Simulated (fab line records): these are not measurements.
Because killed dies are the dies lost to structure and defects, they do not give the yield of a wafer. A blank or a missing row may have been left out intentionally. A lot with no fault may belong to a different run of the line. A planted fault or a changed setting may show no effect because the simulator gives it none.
A struck lot beside a sound one	flow gf180mcu	11 out of 602 route steps
Sound: wafers L958.1, L958.2, L958.4. The struck wafers were L964.1, L964.4, L964.6. The cause is given at the end.
Each step with rows lists, per side, the tool, then ch with its chambers, then its first start. Under that, the readings that differ: sound wafers	struck wafers	difference of the means	sigmas: that difference in standard deviations of wafers without a fault.
alike: same words and numbers on both sides, and readings whose means sit less than 2 such deviations apart. not compared: any withheld reading, any reading some wafer has no value for, any bound like >300 that may hide the same value, and any number with overlapping values for which the record gives no deviation.
The two part at a step that has a row with sigmas, a row that says differs or no value, or rows on one side only. Numbers that have no deviation but don't overlap get no sigmas and don't part them. A reading missing from all wafers of one side parts the sides only when that side holds two or more wafers.

GF_STI_BOW_MEAS_00:
  sound on filmMetro-01, day 3 17:00; struck on filmMetro-04, day 4 23:00
  alike: INCOMING_BOW
then, 1 step without rows for these wafers: GF_STI_OXIDATION_01 (stabilise 600 s, purge 300 s, target thk 10 nm).
GF_STI_THK_MEAS_02:
  sound on filmMetro-03, day 3 18:31; struck on filmMetro-04, day 5 00:31
  alike: STI_OXIDATION_THK
then, 1 step without rows for these wafers: GF_STI_CVD_03 (deposits Si3N4 from DCS/NH3, target thk 207.16 nm, time 3551 s).
GF_STI_THK_MEAS_04:
  sound on filmMetro-04, day 3 20:34; struck on filmMetro-01, day 5 02:34
  alike: STI_CVD_03_THK
then, 4 steps without rows for these wafers: GF_STI_DEHYDRATE_05 (time 60 s); GF_STI_HMDS_06 (prime time 60 s); GF_STI_COAT_07 (resist thk 700 nm); GF_STI_SOFTBAKE_08 (time 60 s).
GF_STI_EXPOSE_09: exposes mask COMP, target cd 220 nm.
  sound on krfScanner-02 ch 0, day 4 02:21; struck on krfScanner-02, day 5 09:31
  no value came back on the struck wafers for exposureDoseMJCm2, focusOffsetNm (nm); on the sound wafers exposureDoseMJCm2 reads 27.973 27.980 28.011
  alike: mask
then, 1 step without rows for these wafers: GF_STI_PEB_10 (peb time 90 s).

## WHERE THEY PART
Only at GF_STI_EXPOSE_09, as far as this record shows.

WHY: the cause the simulator had injected
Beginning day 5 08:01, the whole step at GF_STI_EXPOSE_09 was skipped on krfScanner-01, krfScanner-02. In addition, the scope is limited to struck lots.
